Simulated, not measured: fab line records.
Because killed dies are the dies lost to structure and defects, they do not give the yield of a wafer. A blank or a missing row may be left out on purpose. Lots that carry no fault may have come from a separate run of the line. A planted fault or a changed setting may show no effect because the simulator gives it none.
fab line records    flow sky130
record lots=6  wafers=18  lastDay=50
route steps=708 shown NWELL@65 PAD_OPEN@708
lots with no fault: from the same line, run without faults
startH: hours from the record's opening day to when the first of the lot's shown wafers began    waitH: time in hours since the lot's previous step    " same as the row above    L1.1+2: several wafers, shown together as one row    - no value, or no start was given    * or withheld: withheld    < > ~ a bound
route shown NAME@n: NAME is a module with steps in the file, n the number in the route of the first one    usual: mean/standard deviation taken from wafers without a fault    same: alike in all rows    chamber/n: place in a boat    sites: readings site by site    _std_site: standard deviation across them    _edge_site: the outer-site mean with the inner-site mean subtracted    radiusMm: how far each site lies from the wafer's centre    mask NAME#n: copy n    behind: tool/chamber where the wafer was last shaped    hold: the reason the lot was held/the length of the hold in hours/how it ended    device: names the non-switching transistor (n, p or np)    end of line: the tests these same wafers got at the end of their route    a step given without rows: its recipe and nothing more    killed: count of dies lost to structure and defects at first sort (not the wafer's yield)    map: dies across one wafer; x = killed, . = not, _ = none there
set.NAME: the setting as run; set.NAME@STEP: as run at that earlier step    model.NAME: the simulator's own value behind a step, which no gauge read
lots seen at some steps along the route; tables by step, rows by wafer
services: a tool's chamber out of use, with start hour (startH, from the record's first day; less than 0 if before it), hours out, and reason
## steps
# step SKY_NWELL_IMPLANT_12
# recipe species=P  energyKev=120  doseCm2=1.3e+12  tiltDeg=withheld
# step SKY_NWELL_IMPLANT_13
# recipe species=P  energyKev=50  doseCm2=7e+11  tiltDeg=withheld
# step SKY_NWELL_STRIP_14
# recipe chemistry=O2/N2  powerW=1400  pressureMtorr=1500  platenTempC=withheld  o2FlowSccm=3000  n2FlowSccm=300  overashFraction=0.5
# usual drypumpMotorCurrentA=5.7/0.53  o2FlowSccm=2999/8.8  oesProductAu=0.722/0.0043  stripTimeToEndpointS=36.93/0.1
lot.wafer  tool            chamber  startH  waitH  drypumpMotorCurrentA  o2FlowSccm  oesProductAu  rfHoursCounterH  stripTimeToEndpointS
L467.4     plasmaAsher-04  0        93.66   0.1    5.2                   3008        0.721         -                36.93
L467.5     "               0        "       "      5.1                   2997        0.720         -                36.99
L467.6     "               1        "       "      6.4                   2999        0.727         -                36.91
L470.1     plasmaAsher-01  1        112.03  0.1    5.1                   2988        0.721         34               37.01
L470.2     "               0        "       "      5.5                   2983        0.722         34               37.04
L470.6     "               0        "       "      5.5                   3014        0.720         -                37.05
L472.1     plasmaAsher-04  1        126.83  0.1    6.4                   3010        0.716         45               36.99
L472.3     "               0        "       "      5.1                   3000        0.726         -                37.05
L472.5     "               0        "       "      5.1                   2996        0.725         -                37.03
L474.1     plasmaAsher-04  0        132.98  0.1    5.2                   3014        0.722         45               36.97
L474.2     "               1        "       "      6.4                   2996        0.720         45               37.12
L474.3     "               0        "       "      5.1                   2998        0.723         -                37.01
L475.4     plasmaAsher-04  1        137.43  0.1    6.5                   2989        0.724         -                36.98
L475.5     "               0        "       "      5.2                   3001        0.718         -                36.85
L475.6     "               1        "       "      6.5                   2995        0.729         -                36.92
L486.2     plasmaAsher-01  1        201.63  0.1    5.2                   2994        0.726         43               37.04
L486.4     "               1        "       "      5.2                   3001        0.724         -                36.99
L486.5     "               1        "       "      5.2                   3008        0.726         -                36.89
# step SKY_NWELL_TW_MEAS_15
# usual NWELL_TW=1823/17
lot.wafer  tool          chamber  startH  waitH  NWELL_TW
L467.4     filmMetro-01  -        93.76   0.1    1825
L467.5     "             -        "       "      1829
L467.6     "             -        "       "      1828
L470.1     filmMetro-01  -        112.13  0.1    1826
L470.2     "             -        "       "      1835
L470.6     "             -        "       "      1844
L472.1     filmMetro-03  -        126.93  0.1    1797
L472.3     "             -        "       "      1799
L472.5     "             -        "       "      1805
L474.1     filmMetro-03  -        133.08  0.1    1796
L474.2     "             -        "       "      1800
L474.3     "             -        "       "      1803
L475.4     filmMetro-01  -        137.53  0.1    1840
L475.5     "             -        "       "      1850
L475.6     "             -        "       "      1837
L486.2     filmMetro-03  -        201.74  0.1    1811
L486.4     "             -        "       "      1813
L486.5     "             -        "       "      1813
# step SKY_NWELL_DEHYDRATE_16
# recipe tempC=200  timeS=60
# step SKY_NWELL_HMDS_17
# recipe primeTimeS=60  primeTempC=120
# step SKY_NWELL_COAT_18
# recipe spinRpm=2000  resistThkNm=3000
# step SKY_NWELL_SOFTBAKE_19
# recipe tempC=110  timeS=withheld
# step SKY_NWELL_EXPOSE_20
# recipe maskId=NWM_COMPLEMENT  na=0.6  sourceShape=conventional  sigmaOuter=0.6  polarization=unpolarized  targetCdNm=840  doseMj=260
# step SKY_NWELL_PEB_21
# recipe tempC=115  timeS=withheld
# step SKY_NWELL_DEVELOP_22
# recipe wallAngleDeg=90  developer=TMAH  developTimeS=60  devTempC=23
# step SKY_NWELL_OVL_MEAS_23
# usual NWELL_01_OVL=1.0/1.4
lot.wafer  tool        chamber  startH  waitH  NWELL_01_OVL[nm]
L467.4     overlay-02  -        110.26  -      3.2
L467.5     "           -        "       "      2.4
L467.6     "           -        "       "      2.7
L470.1     overlay-02  -        130.59  -      0.1
L470.2     "           -        "       "      2.0
L470.6     "           -        "       "      1.3
L472.1     overlay-02  -        145.59  -      0.0
L472.3     "           -        "       "      1.9
L472.5     "           -        "       "      2.1
L474.1     overlay-02  -        152.59  -      -0.8
L474.2     "           -        "       "      -0.7
L474.3     "           -        "       "      -0.9
L475.4     overlay-02  -        157.68  -      1.6
L475.5     "           -        "       "      0.8
L475.6     "           -        "       "      0.3
L486.2     overlay-02  -        222.12  -      1.4
L486.4     "           -        "       "      0.2
L486.5     "           -        "       "      1.4
# step SKY_NWELL_IMPLANT_24
# recipe species=B  energyKev=140  doseCm2=9.2e+12  tiltDeg=withheld
# usual beamOnS=9.99/0.19  faradayCurrentUA=52.0/0.94
lot.wafer  tool          chamber  startH  waitH  beamOnS  faradayCurrentUA
L467.4     implanter-04  0        110.35  0.1    10.10    51.3
L467.5     "             0        "       "      9.93     52.0
L467.6     "             0        "       "      9.81     53.1
L470.1     implanter-04  0        130.63  0.0    10.19    50.9
L470.2     "             0        "       "      10.29    50.5
L470.6     "             0        "       "      9.78     52.9
L472.1     implanter-04  0        145.63  0.0    9.87     52.5
L472.3     "             0        "       "      10.03    51.8
L472.5     "             0        "       "      10.05    51.8
L474.1     implanter-01  0        152.63  0.0    10.13    51.5
L474.2     "             0        "       "      9.82     52.8
L474.3     "             0        "       "      9.99     52.0
L474.1     implanter-01  0        152.94  0.3    10.40    49.8
L474.2     "             0        "       "      9.91     52.1
L474.3     "             0        "       "      10.08    51.6
L475.4     implanter-02  0        157.77  0.1    9.98     51.9
L475.5     "             0        "       "      9.93     52.3
L475.6     "             0        "       "      9.87     52.5
L475.4     implanter-02  0        158.09  0.3    9.63     53.6
L475.5     "             0        "       "      9.93     52.5
L475.6     "             0        "       "      9.90     52.4
L486.2     implanter-02  0        222.17  0.0    10.01    51.8
L486.4     "             0        "       "      9.95     52.0
L486.5     "             0        "       "      10.46    49.6
# step SKY_NWELL_STRIP_25
# recipe chemistry=O2/N2  powerW=1400  pressureMtorr=1500  platenTempC=withheld  o2FlowSccm=3000  n2FlowSccm=300  overashFraction=0.5
# usual drypumpMotorCurrentA=5.7/0.48  o2FlowSccm=2998/9  oesProductAu=0.722/0.0044  stripTimeToEndpointS=36.87/0.1
lot.wafer  tool            chamber  startH  waitH  drypumpMotorCurrentA  o2FlowSccm  oesProductAu  rfHoursCounterH  stripTimeToEndpointS
L467.4     plasmaAsher-04  0        110.46  0.1    5.2                   2987        0.725         -                36.91
L467.5     "               1        "       "      6.5                   2994        0.720         -                36.98
L467.6     "               0        "       "      5.1                   3009        0.727         -                36.94
L470.1     plasmaAsher-01  0        130.78  0.1    5.5                   3002        0.727         36               36.67
L470.2     "               1        "       "      5.2                   2988        0.724         36               36.59
L470.6     "               1        "       "      5.2                   3001        0.716         -                36.71
L472.1     plasmaAsher-02  0        145.78  0.1    5.9                   2988        0.719         3                36.74
L472.3     "               0        "       "      5.9                   2985        0.725         -                36.80
L472.5     "               1        "       "      5.9                   2990        0.727         -                36.90
L474.1     plasmaAsher-04  1        153.09  0.1    6.5                   2999        0.727         47               36.90
L474.2     "               0        "       "      5.2                   3002        0.724         47               36.84
L474.3     "               1        "       "      6.5                   3003        0.718         -                36.86
L475.4     plasmaAsher-02  1        158.20  0.1    5.9                   3003        0.720         -                36.87
L475.5     "               1        "       "      5.9                   2982        0.724         -                36.80
L475.6     "               0        "       "      5.9                   2994        0.721         -                37.11
L486.2     plasmaAsher-04  0        222.30  0.1    5.2                   3006        0.720         53               36.84
L486.4     "               1        "       "      6.5                   2991        0.713         -                36.79
L486.5     "               0        "       "      5.1                   2996        0.719         -                36.87
# step SKY_NWELL_TW_MEAS_26
# usual NWELL_2_TW=497/4.9
lot.wafer  tool          chamber  startH  waitH  NWELL_2_TW
L467.4     filmMetro-02  -        110.56  0.1    502
L467.5     "             -        "       "      502
L467.6     "             -        "       "      503
L470.1     filmMetro-02  -        130.88  0.1    498
L470.2     "             -        "       "      500
L470.6     "             -        "       "      497
L472.1     filmMetro-01  -        145.88  0.1    500
L472.3     "             -        "       "      501
L472.5     "             -        "       "      503
L474.1     filmMetro-03  -        153.19  0.1    607
L474.2     "             -        "       "      611
L474.3     "             -        "       "      608
L475.4     filmMetro-02  -        158.30  0.1    623
L475.5     "             -        "       "      623
L475.6     "             -        "       "      623
L486.2     filmMetro-03  -        222.41  0.1    492
L486.4     "             -        "       "      490
L486.5     "             -        "       "      491
# step SKY_NWELL_CLEAN_27
# recipe chemistry=SC1/SC2  mix=1:4:20  tempC=70  timeS=150  dry=n2Spin
# step SKY_PAD_OPEN_PROBE_99
# usual killed_at_M0_to_M3=43/6.8  killed_at_M4_up=3.1/1.6  killedAtContacts=24/5.4  killedAtFrontEnd=16/4.4  killedAtOther=0.2/0.48  killedDies=87/8.8  killedOpen=48/6.4  killedShort=39/6.2
# same grossDies=492  killedAtBackSide=0
lot.wafer  tool       chamber  startH   waitH  killed_at_M0_to_M3  killed_at_M4_up  killedAtContacts  killedAtFrontEnd  killedAtOther  killedDies  killedOpen  killedShort  model.etest.pfet_16v.rOnOhmUm  model.etest.resIsoPwell.rsOhmSq  model.etest.resPwellUnderGate.rsOhmSq  model.etest.nfet_16v.rOnOhmUm  model.etest.resIsoPwell.lineOhmUm  model.etest.tip_n_5v.rsOhmSq  model.etest.resNwell.lineOhmUm  model.etest.resDeepNwell.rsOhmSq
L467.4     prober-02  -        1084.39  0.2    46                  4                14                21                0              85          49          36           1.527e+04                      3088                             2309                                   1.396e+04                      1165                               1419                          1142                            2182
L467.5     prober-02  -        1084.44  0.2    35                  3                20                14                0              72          45          27           1.51e+04                       2998                             2296                                   1.393e+04                      1135                               1409                          1136                            2182
L467.6     prober-02  -        1084.49  0.2    64                  4                21                15                0              104         54          50           1.49e+04                       2946                             2301                                   1.402e+04                      1106                               1413                          1122                            2201
L470.1     prober-02  -        1118.58  0.1    37                  3                20                15                1              76          39          37           1.528e+04                      3132                             2286                                   1.385e+04                      1181                               1381                          1209                            2248
L470.2     prober-02  -        1118.63  0.1    42                  3                29                15                0              89          40          49           1.526e+04                      3095                             2310                                   1.398e+04                      1170                               1387                          1204                            2254
L470.6     prober-02  -        1118.83  0.2    49                  1                15                10                0              75          39          36           1.544e+04                      3197                             2297                                   1.386e+04                      1207                               1382                          1228                            2240
L472.1     prober-01  -        1122.81  0.1    35                  1                25                14                1              76          42          34           1.558e+04                      3468                             2289                                   1.396e+04                      1313                               1422                          1174                            2176
L472.3     prober-01  -        1122.91  0.2    41                  4                23                21                0              89          45          44           1.535e+04                      3297                             2276                                   1.384e+04                      1252                               1424                          1154                            2194
L472.5     prober-01  -        1123.01  0.2    55                  1                20                15                0              91          45          46           1.568e+04                      3459                             2290                                   1.396e+04                      1324                               1422                          1187                            2192
L474.1     prober-01  -        1124.88  0.1    41                  3                29                21                0              94          48          46           1.174e+04                      1845                             1420                                   1.47e+04                       677.4                              1517                          1356                            2230
L474.2     prober-01  -        1124.93  0.1    37                  3                36                19                0              95          50          45           1.148e+04                      1772                             1436                                   1.454e+04                      661.5                              1515                          1313                            2230
L474.3     prober-01  -        1124.98  0.2    43                  4                22                11                0              80          38          42           1.153e+04                      1770                             1415                                   1.464e+04                      653.3                              1527                          1321                            2251
L475.4     prober-02  -        1135.02  0.2    44                  3                20                17                1              85          49          36           1.139e+04                      1772                             1436                                   1.459e+04                      644.8                              1506                          1353                            2267
L475.5     prober-02  -        1135.07  0.2    44                  5                31                16                0              96          55          41           1.136e+04                      1807                             1447                                   1.45e+04                       663.2                              1496                          1352                            2278
L475.6     prober-02  -        1135.12  0.2    37                  6                35                16                0              94          50          44           1.129e+04                      1694                             1436                                   1.431e+04                      627.8                              1501                          1311                            2294
L486.2     prober-02  -        1195.30  0.1    52                  1                19                23                0              95          47          48           1.558e+04                      3544                             2314                                   1.391e+04                      1329                               1415                          1252                            2238
L486.4     prober-02  -        1195.40  0.2    48                  1                24                17                0              90          58          32           1.55e+04                       3512                             2291                                   1.403e+04                      1330                               1423                          1262                            2219
L486.5     prober-02  -        1195.45  0.2    45                  5                21                23                0              94          46          48           1.562e+04                      3468                             2287                                   1.423e+04                      1306                               1419                          1266                            2208
# killed by level:class
L467.4 VIA1:geometricParticle:open=10 CONTACT:geometricParticle:open=8 VIA2:geometricParticle:open=8 POLY_GATE:geometricParticle:open=7 METAL1:geometricParticle:short=7 FIELD_ISO:geometricParticle:short=6 METAL2:geometricParticle:short=6 VIA3:geometricParticle:open=5
L467.5 CONTACT:geometricParticle:open=9 VIA1:geometricParticle:open=8 VIA3:geometricParticle:open=8 VIA2:geometricParticle:open=6 LI_CONTACT:geometricParticle:open=5 FIELD_ISO:geometricParticle:short=4 POLY_GATE:geometricParticle:open=4 VIA1:geometricParticle:short=4
L467.6 VIA1:geometricParticle:open=16 METAL2:geometricParticle:short=10 VIA2:geometricParticle:open=9 CONTACT:geometricParticle:open=8 VIA3:geometricParticle:open=7 VIA2:geometricParticle:short=7 VIA1:geometricParticle:short=6 FIELD_ISO:geometricParticle:open=4
L470.1 VIA1:geometricParticle:open=11 METAL1:geometricParticle:short=8 CONTACT:geometricParticle:open=7 FIELD_ISO:geometricParticle:open=5 VIA2:geometricParticle:open=5 LI_CONTACT:geometricParticle:open=5 CONTACT:geometricParticle:short=4 METAL2:geometricParticle:short=4
L470.2 CONTACT:geometricParticle:open=12 METAL2:geometricParticle:short=9 VIA1:geometricParticle:open=7 LI_CONTACT:geometricParticle:short=6 POLY_GATE:geometricParticle:short=5 VIA1:geometricParticle:short=5 METAL3:geometricParticle:short=5 LI_CONTACT:geometricParticle:open=4
L470.6 VIA1:geometricParticle:open=12 VIA2:geometricParticle:open=7 CONTACT:geometricParticle:open=6 METAL1:geometricParticle:short=6 METAL2:geometricParticle:short=5 VIA1:geometricParticle:short=5 LI_CONTACT:geometricParticle:open=4 METAL2:geometricParticle:open=4
L472.1 VIA1:geometricParticle:open=13 CONTACT:geometricParticle:open=8 LI_CONTACT:geometricParticle:open=7 CONTACT:geometricParticle:short=7 METAL2:geometricParticle:short=6 FIELD_ISO:geometricParticle:open=4 VIA3:geometricParticle:open=4 FIELD_ISO:geometricParticle:short=3
L472.3 VIA1:geometricParticle:open=12 CONTACT:geometricParticle:open=9 FIELD_ISO:geometricParticle:open=7 CONTACT:geometricParticle:short=6 METAL2:geometricParticle:short=6 VIA3:geometricParticle:open=6 LOCAL_INTERCONNECT:geometricParticle:short=4 FIELD_ISO:geometricParticle:short=4
L472.5 VIA1:geometricParticle:open=13 CONTACT:geometricParticle:open=11 FIELD_ISO:geometricParticle:short=7 VIA2:geometricParticle:open=7 METAL2:geometricParticle:short=6 METAL1:geometricParticle:short=6 VIA1:geometricParticle:short=5 VIA3:geometricParticle:short=5
L474.1 CONTACT:geometricParticle:open=9 VIA1:geometricParticle:open=9 POLY_GATE:geometricParticle:open=8 LOCAL_INTERCONNECT:geometricParticle:short=8 METAL1:geometricParticle:short=8 VIA2:geometricParticle:open=7 CONTACT:geometricParticle:short=6 VIA3:geometricParticle:open=6
L474.2 VIA1:geometricParticle:open=15 CONTACT:geometricParticle:open=10 CONTACT:geometricParticle:short=9 LOCAL_INTERCONNECT:geometricParticle:short=7 VIA2:geometricParticle:open=7 FIELD_ISO:geometricParticle:short=6 POLY_GATE:geometricParticle:short=5 LI_CONTACT:geometricParticle:open=5
L474.3 METAL1:geometricParticle:short=10 VIA3:geometricParticle:open=8 CONTACT:geometricParticle:open=6 LOCAL_INTERCONNECT:geometricParticle:short=5 VIA1:geometricParticle:open=5 FIELD_ISO:geometricParticle:short=4 LI_CONTACT:geometricParticle:open=4 CONTACT:geometricParticle:short=4
L475.4 CONTACT:geometricParticle:open=10 VIA1:geometricParticle:open=10 VIA2:geometricParticle:open=8 VIA1:geometricParticle:short=7 FIELD_ISO:geometricParticle:short=5 FIELD_ISO:geometricParticle:open=5 CONTACT:geometricParticle:short=4 METAL1:geometricParticle:short=4
L475.5 VIA1:geometricParticle:open=15 CONTACT:geometricParticle:open=9 LOCAL_INTERCONNECT:geometricParticle:short=7 METAL2:geometricParticle:short=7 FIELD_ISO:geometricParticle:open=6 VIA2:geometricParticle:open=6 CONTACT:geometricParticle:short=5 POLY_GATE:geometricParticle:open=4
L475.6 VIA1:geometricParticle:open=13 CONTACT:geometricParticle:open=12 LOCAL_INTERCONNECT:geometricParticle:short=10 VIA3:geometricParticle:open=6 FIELD_ISO:geometricParticle:open=5 LI_CONTACT:geometricParticle:open=5 METAL4:geometricParticle:short=5 VIA1:geometricParticle:short=5
L486.2 VIA1:geometricParticle:open=9 METAL2:geometricParticle:short=9 LI_CONTACT:geometricParticle:open=7 VIA1:geometricParticle:short=7 VIA3:geometricParticle:open=6 POLY_GATE:geometricParticle:short=5 POLY_GATE:geometricParticle:open=5 CONTACT:geometricParticle:open=5
L486.4 VIA1:geometricParticle:open=15 VIA3:geometricParticle:open=12 LI_CONTACT:geometricParticle:open=11 CONTACT:geometricParticle:open=9 METAL1:geometricParticle:short=6 FIELD_ISO:geometricParticle:open=5 FIELD_ISO:geometricParticle:short=5 POLY_GATE:geometricParticle:short=4
L486.5 VIA1:geometricParticle:open=15 METAL2:geometricParticle:short=8 POLY_GATE:geometricParticle:short=7 FIELD_ISO:geometricParticle:open=6 CONTACT:geometricParticle:open=6 FIELD_ISO:geometricParticle:short=5 VIA1:geometricParticle:short=5 CONTACT:geometricParticle:short=5
## services
tool            chamber  startH  hours  kind
plasmaAsher-02  -        70.23   7.0    pm
implanter-01    -        77.14   3.6    repair
plasmaAsher-04  -        84.45   1.4    repair
plasmaAsher-02  -        108.75  9.0    pm
plasmaAsher-02  0        108.75  9.0    ventCycle
plasmaAsher-02  1        108.75  9.0    ventCycle
plasmaAsher-02  0        117.75  -      clean
plasmaAsher-02  1        117.75  -      clean
plasmaAsher-04  -        131.09  0.3    repair
implanter-02    -        136.20  16.9   pm
implanter-01    -        156.72  1.7    repair
implanter-04    -        158.88  4.1    pm
plasmaAsher-02  -        193.56  0.6    repair
plasmaAsher-04  -        201.56  1.4    repair
plasmaAsher-04  -        205.25  5.7    repair
## key
firstSign step=SKY_NWELL_IMPLANT_24  reading=visit  direction=added
effect step=SKY_NWELL_TW_MEAS_26  reading=NWELL_2_TW  direction=up  sigmas=24  usual=497  struck=616
modelEffect step=SKY_PAD_OPEN_PROBE_99  value=etest.pfet_16v.rOnOhmUm  without=1.535e+04  struck=1.147e+04
metAt SKY_NWELL_IMPLANT_24
struckWafers L474.1,L474.2,L474.3,L475.4,L475.5,L475.6
testerLeftOut L474,L475
fault kind=repeatedStepWhole  tool=implanter-01,implanter-02,implanter-04  chamber=-  onsetH=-  steps=SKY_NWELL_IMPLANT_24  times=1  scope=struckLotsOnly
# testerLeftOut: of these lots the tester's yield and bins aren't shown, on N5 and GAA mostly nor the transistor test; their killed dies are dies lost to structure and defects alone, not to doping, threshold or leakage, so they don't give the yield
